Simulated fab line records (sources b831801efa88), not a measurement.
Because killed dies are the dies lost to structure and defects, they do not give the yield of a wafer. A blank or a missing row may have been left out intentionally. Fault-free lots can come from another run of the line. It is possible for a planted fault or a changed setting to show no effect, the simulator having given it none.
A struck lot beside a sound one / flow gf180mcu / 15 out of 602 route steps
Sound: these wafers, L846.1, L846.3, L846.6. The struck wafers were L847.1, L847.4, L847.5. The cause is named last.
Order at every step that has rows: each side's tool, ch and its chambers, its first start. Under that, the readings that differ: sound wafers / struck wafers / difference of the means / sigmas: that difference in standard deviations of wafers without a fault.
alike: a reading whose means differ by less than 2 such deviations, as well as words and numbers matching on both sides. not compared: withheld readings; readings where some wafer has no value; bounds like >300 that might hide an equal value; numbers whose values overlap and for which the record gives no deviation.
A row with sigmas, a row that says differs or no value, or rows on one side alone: a step with any of these is where the two part. Numbers that don't overlap but have no deviation are shown without sigmas and don't part them. Lack of a reading on every wafer of one side parts them only where that side has two or more wafers.

first, 3 steps without rows for these wafers: GF_MVSD_EXPOSE_04 (exposes mask MVSD, target cd 1000 nm); GF_MVSD_PEB_05; GF_MVSD_DEVELOP_06 (develop time 60 s).
GF_MVSD_OVL_MEAS_07:
  struck on overlay-01, day 8 09:52; sound on overlay-02, day 7 22:52
  alike: MVSD_OVL
then, 2 steps without rows for these wafers: GF_MVSD_IMPLANT_08; GF_MVSD_IMPLANT_09.
GF_MVSD_STRIP_10: strips in O2/N2.
  sound on plasma-asher-04 ch 0,1, day 7 23:12; struck on plasma-asher-02 ch 0,1, day 8 10:12
reading=strip-time-to-endpoint-s (s); sound=37.12 37.24 37.10; struck=36.84 36.83 36.87; difference=-0.31; sigmas=-3
  alike: drypump-motor-current-A, heater-power-w, oes-product-au
  not compared: rf-hours-counter-h
GF_MVSD_TW_MEAS_11:
  struck on film-metro-02, day 8 10:18; sound on film-metro-01, day 7 23:18
reading=MVSD_TW; sound=1574 1580 1586; struck=1635 1632 1638; difference=+55; sigmas=+2
then, 4 steps without rows for these wafers: GF_MVPSD_DEHYDRATE_00 (time 60 s); GF_MVPSD_HMDS_01 (prime time 60 s); GF_MVPSD_COAT_02 (resist thk 3000 nm); GF_MVPSD_SOFTBAKE_03.
GF_MVPSD_EXPOSE_04: exposes mask MVPSD, target cd 1000 nm.
  sound on iline-stepper-02 ch 0, day 8 07:35; struck on iline-stepper-01 ch 0, day 8 18:38
reading=model.MVPSD.overlay-x-nm (nm); sound=-0.5741 -0.5741 -0.5741; struck=0.8443 0.8443 0.8443; difference=+1.4184; sigmas=
  alike: mask
then, 2 steps without rows for these wafers: GF_MVPSD_PEB_05; GF_PASSIVATION_PROBE_99.

WHERE THEY PART
Earliest at GF_MVSD_STRIP_10; latest, in this record, at GF_MVSD_TW_MEAS_11. Later steps at which nothing parts them and some readings are alike: GF_MVPSD_EXPOSE_04.

WHY: whatever the simulator had introduced
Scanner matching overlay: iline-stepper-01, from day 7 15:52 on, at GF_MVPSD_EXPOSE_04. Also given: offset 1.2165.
